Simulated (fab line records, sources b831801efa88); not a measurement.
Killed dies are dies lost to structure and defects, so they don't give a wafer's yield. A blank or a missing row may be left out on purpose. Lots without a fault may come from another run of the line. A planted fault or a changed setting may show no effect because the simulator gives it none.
fab line records | flow sky130
record lots=14 wafers=42 last_day=50
route steps=708 shown VIA4@659 METAL5@667 PAD_OPEN@700
lots that met no fault: from a run of the same line without faults
start_h: hours from the record's first day to the start of the lot's first wafer shown | wait_h: hours since the lot's step before | " the same as in the row above | L1.1+2: a row that stands for several wafers | - no value, or no start given | * or withheld: withheld | < > ~ a bound
route shown NAME@n: a module of which the file shows steps, and the number in the route of the first | usual: mean/standard deviation of fault-free wafers | same: alike in all rows | chamber/n: place in a boat | sites: the reading at each site | _std_site: their standard deviation | _edge_site: outer sites' mean less inner sites' | radius_mm: how far each site lies from the wafer's centre | mask NAME#n: copy n | behind: the tool/chamber that last shaped the wafer | hold: why the lot was held/for how many hours/how that ended | device: the transistor (n, p or np) that didn't switch | end of line: the same wafers' tests at the end of the route | a step without rows: its recipe alone | killed: dies lost to structure and defects at the first sort, not the wafer's yield | map: a wafer's dies, x killed, . not, _ none there
set.NAME: the setting as run; set.NAME@STEP: as run at that earlier step | model.NAME: the simulator's own value behind a step, which no gauge read
steps of the route over a sample of lots; a table a step, a row a wafer
services: from which hour (start_h, from the record's first day; less than 0 if before it) a tool's chamber was out of use, for how many hours, and why
## steps
# step SKY_VIA4_THK_MEAS_20
# recipe thk_meas_gauge=xrf reads=W_of_VIA4_CVD_18
# usual VIA4_W_THK=514/8.2
# columns lot.wafer tool chamber start_h wait_h VIA4_W_THK[nm]
L518.2 film_metro-02 - 1014.96 0.1 528
L518.3 " - " " 515
L518.4 " - " " 524
L519.3 film_metro-02 - 1025.95 0.1 517
L519.4 " - " " 521
L519.6 " - " " 520
L520.2 film_metro-02 - 1032.61 0.1 501
L520.3 " - " " 508
L520.6 " - " " 514
L522.2 film_metro-01 - 1035.96 0.1 517
L522.5 " - " " 517
L522.6 " - " " 526
L524.3 film_metro-02 - 1054.32 0.1 504
L524.4 " - " " 522
L524.6 " - " " 520
L525.1 film_metro-01 - 1055.08 0.1 528
L525.3 " - " " 524
L525.4 " - " " 515
L526.1 film_metro-03 - 1060.90 0.1 518
L526.3 " - " " 503
L526.5 " - " " 513
L531.1 film_metro-01 - 1093.20 0.1 518
L531.2 " - " " 512
L531.5 " - " " 507
L533.1 film_metro-03 - 1105.02 0.1 515
L533.2 " - " " 502
L533.4 " - " " 508
L535.1 film_metro-03 - 1124.18 0.1 516
L535.2 " - " " 510
L535.5 " - " " 515
L536.2 film_metro-03 - 1130.43 0.1 513
L536.5 " - " " 510
L536.6 " - " " 510
L537.1 film_metro-02 - 1130.90 0.1 516
L537.5 " - " " 513
L537.6 " - " " 524
L539.2 film_metro-03 - 1138.96 0.1 518
L539.4 " - " " 503
L539.5 " - " " 520
L540.1 film_metro-01 - 1145.54 0.1 512
L540.5 " - " " 529
L540.6 " - " " 518
# step SKY_METAL5_THK_MEAS_06
# recipe thk_meas_gauge=xrf reads=AlCu_of_METAL5_SPUTTER_02
# usual METAL5_ALCU_THK=1145/16
# columns lot.wafer tool chamber start_h wait_h METAL5_ALCU_THK[nm]
L518.2 film_metro-01 - 1015.60 0.1 1147
L518.3 " - " " 1157
L518.4 " - " " 1138
L519.3 film_metro-01 - 1026.60 0.1 1154
L519.4 " - " " 1151
L519.6 " - " " 1154
L520.2 film_metro-03 - 1033.53 0.1 1143
L520.3 " - " " 1169
L520.6 " - " " 1171
L522.2 film_metro-03 - 1036.60 0.1 1173
L522.5 " - " " 1177
L522.6 " - " " 1161
L524.3 film_metro-04 - 1055.20 0.1 1162
L524.4 " - " " 1150
L524.6 " - " " 1135
L525.1 film_metro-03 - 1055.73 0.1 1130
L525.3 " - " " 1122
L525.4 " - " " 1146
L526.1 film_metro-01 - 1061.54 0.1 1166
L526.3 " - " " 1158
L526.5 " - " " 1151
L531.1 film_metro-01 - 1093.91 0.1 1159
L531.2 " - " " 1140
L531.5 " - " " 1144
L533.1 film_metro-04 - 1105.67 0.1 1137
L533.2 " - " " 1141
L533.4 " - " " 1114
L535.1 film_metro-04 - 1125.32 0.1 1132
L535.2 " - " " 1131
L535.5 " - " " 1138
L536.2 film_metro-04 - 1131.08 0.1 1130
L536.5 " - " " 1120
L536.6 " - " " 1123
L537.1 film_metro-03 - 1131.54 0.1 1140
L537.5 " - " " 1138
L537.6 " - " " 1143
L539.2 film_metro-03 - 1139.60 0.1 1166
L539.4 " - " " 1154
L539.5 " - " " 1161
L540.1 film_metro-01 - 1146.37 0.1 1141
L540.5 " - " " 1140
L540.6 " - " " 1140
# step SKY_METAL5_DESCUM_14
# recipe chemistry=O2 source_power_w=150 bias_power_w=0 pressure_mtorr=10 temp_c=40 time_s=11
# usual chamber_pressure_mTorr=10.000/0.0096 drypump_motor_current_A=6.1/0.36 oes_product_au=1.000/0.013 rf_fwd_power_W=147.0/0.74
# columns lot.wafer tool chamber start_h wait_h chamber_pressure_mTorr drypump_motor_current_A oes_product_au rf_fwd_power_W rf_hours_counter_h
L518.2 rie_metal-02 0 1038.63 0.1 9.997 6.0 1.000 146.3 11
L518.3 " 0 " " 10.002 6.0 0.997 146.2 -
L518.4 " 1 " " 9.991 5.9 0.994 146.6 -
L519.3 rie_metal-02 0 1049.05 0.1 9.999 6.1 0.993 146.1 -
L519.4 " 0 " " 9.984 6.1 0.993 145.8 -
L519.6 " 0 " " 10.001 6.1 1.000 145.9 -
L520.2 rie_metal-02 0 1055.34 0.1 9.997 6.0 0.991 146.0 -
L520.3 " 0 " " 10.005 6.0 0.995 146.4 -
L520.6 " 0 " " 9.995 6.0 0.992 146.1 -
L522.2 rie_metal-03 1 1058.00 0.1 10.010 5.5 0.997 147.7 9
L522.5 " 1 " " 10.006 5.5 0.988 147.9 -
L522.6 " 0 " " 9.999 6.0 1.005 146.6 -
L524.3 rie_metal-02 0 1075.82 0.1 10.006 6.0 0.994 146.4 -
L524.4 " 0 " " 10.003 6.0 1.003 145.6 -
L524.6 " 0 " " 10.000 6.0 0.996 146.5 -
L525.1 rie_metal-01 1 1077.13 0.1 10.018 6.6 1.011 147.7 16
L525.3 " 1 " " 9.992 6.5 1.013 148.3 -
L525.4 " 0 " " 10.004 6.6 1.002 147.4 -
L526.1 rie_metal-01 0 1082.86 0.1 10.009 6.6 0.995 146.9 23
L526.3 " 1 " " 9.990 6.5 1.017 148.5 -
L526.5 " 1 " " 9.995 6.5 1.021 148.0 -
L531.1 rie_metal-01 1 1113.43 0.1 9.981 6.5 1.024 147.5 19
L531.2 " 0 " " 10.000 6.6 1.003 146.8 26
L531.5 " 0 " " 9.990 6.6 0.990 146.9 -
L533.1 rie_metal-03 1 1125.46 0.1 9.998 5.5 0.994 147.4 13
L533.2 " 0 " " 10.002 6.0 0.999 147.0 15
L533.4 " 1 " " 10.001 5.5 0.992 148.1 -
L535.1 rie_metal-02 1 1144.05 0.1 9.989 5.9 0.992 147.1 24
L535.2 " 0 " " 9.995 6.0 0.984 146.5 23
L535.5 " 0 " " 9.992 6.1 0.999 145.6 -
L536.2 rie_metal-03 1 1149.35 0.1 9.993 5.5 0.994 147.8 15
L536.5 " 1 " " 9.997 5.5 0.983 147.5 -
L536.6 " 0 " " 10.008 6.0 0.988 147.8 -
L537.1 rie_metal-02 0 1149.66 0.1 9.991 6.1 0.996 145.9 23
L537.5 " 0 " " 10.005 6.0 0.989 146.3 -
L537.6 " 1 " " 9.998 5.9 0.993 145.5 -
L539.2 rie_metal-02 1 1157.16 0.1 9.981 5.8 0.992 146.9 26
L539.4 " 1 " " 10.000 5.9 0.993 147.2 -
L539.5 " 1 " " 10.007 5.9 0.990 146.7 -
L540.1 rie_metal-02 0 1163.25 0.1 10.007 6.1 0.996 146.9 25
L540.5 " 0 " " 10.020 6.1 0.996 146.2 -
L540.6 " 0 " " 10.000 6.1 1.003 146.4 -
# step SKY_PAD_OPEN_DEVELOP_06
# recipe develop_time_s=60 dev_temp_c=23
# usual chill_plate_temp_C=22.99/0.11 develop_time_s=60/0
# columns lot.wafer tool chamber start_h wait_h chill_plate_temp_C develop_time_s
L518.2 litho_track-03 0 1083 - 22.91 60
L518.3 " 0 " " 23.00 60
L518.4 " 0 " " 22.92 60
L519.3 litho_track-03 0 1093 - 23.02 60
L519.4 " 0 " " 23.03 60
L519.6 " 0 " " 23.10 60
L520.2 litho_track-04 0 1099 - 22.97 60
L520.3 " 0 " " 22.88 60
L520.6 " 0 " " 23.00 60
L522.2 litho_track-03 0 1100 - 22.95 60
L522.5 " 0 " " 22.99 60
L522.6 " 0 1101 - 23.05 60
L524.3 litho_track-01 0 1117 - 23.02 60
L524.4 " 0 " " 23.17 60
L524.6 " 0 " " 23.04 60
L525.1 litho_track-01 - 1118 - - -
L525.3 " - " " - -
L525.4 " - " " - -
L526.1 litho_track-03 - 1124 - - -
L526.3 " - " " - -
L526.5 " - " " - -
L531.1 litho_track-01 0 1151 - 22.87 60
L531.2 " 0 " " 23.19 60
L531.5 " 0 " " 23.00 60
L533.1 litho_track-03 0 1162 - 22.92 60
L533.2 " 0 " " 22.95 60
L533.4 " 0 " " 23.06 60
L535.1 litho_track-04 0 1178 - 22.97 60
L535.2 " 0 " " 23.01 60
L535.5 " 0 " " 23.03 60
L536.2 litho_track-04 0 1184 - 23.06 60
L536.5 " 0 " " 23.04 60
L536.6 " 0 " " 23.04 60
L537.1 litho_track-04 0 1184 - 23.01 60
L537.5 " 0 1185 - 23.15 60
L537.6 " 0 " " 22.97 60
L539.2 litho_track-03 0 1191 - 23.09 60
L539.4 " 0 " " 23.00 60
L539.5 " 0 " " 22.96 60
L540.1 litho_track-03 0 1195 - 23.19 60
L540.5 " 0 " " 23.21 60
L540.6 " 0 1196 - 23.09 60
## services
# columns tool chamber start_h hours kind
rie_metal-03 - 1019.02 0.5 repair
rie_metal-02 1 1044.91 40.5 repair
rie_metal-01 - 1047.69 2.8 pm
rie_metal-01 - 1068.35 0.7 repair
rie_metal-02 1 1092.16 3.1 repair
rie_metal-01 0 1125.75 - clean
rie_metal-01 0 1125.75 - consumable_replace:focus_ring
rie_metal-01 0 1125.75 19.1 scheduled_down
rie_metal-01 0 1125.75 19.1 vent_cycle
rie_metal-02 1 1160.68 11.3 repair
## key
first_sign step=SKY_PAD_OPEN_DEVELOP_06 reading=tool_record direction=missing
effect none on later readings
met_at SKY_PAD_OPEN_DEVELOP_06
struck_lots L525,L526
later_rows_left_out L525.1,L525.3,L525.4,L526.1,L526.3,L526.5
sort_left_out L525.1,L525.3,L525.4,L526.1,L526.3,L526.5
not_acting_at SKY_VIA4_THK_MEAS_20,SKY_METAL5_THK_MEAS_06,SKY_METAL5_DESCUM_14
onset_between 1117 1118
fault kind=skipped_step_whole tool=litho_track-01,litho_track-03 chamber=- onset_h=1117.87 steps=SKY_PAD_OPEN_DEVELOP_06 scope=struck_lots_only
# sort_left_out: the simulated sort isn't trusted on such a fault, so these wafers' sort isn't shown, and their yield isn't known
# later_rows_left_out: the simulator's readings of these wafers behind a module that went badly wrong aren't trusted and aren't shown, but for the sort
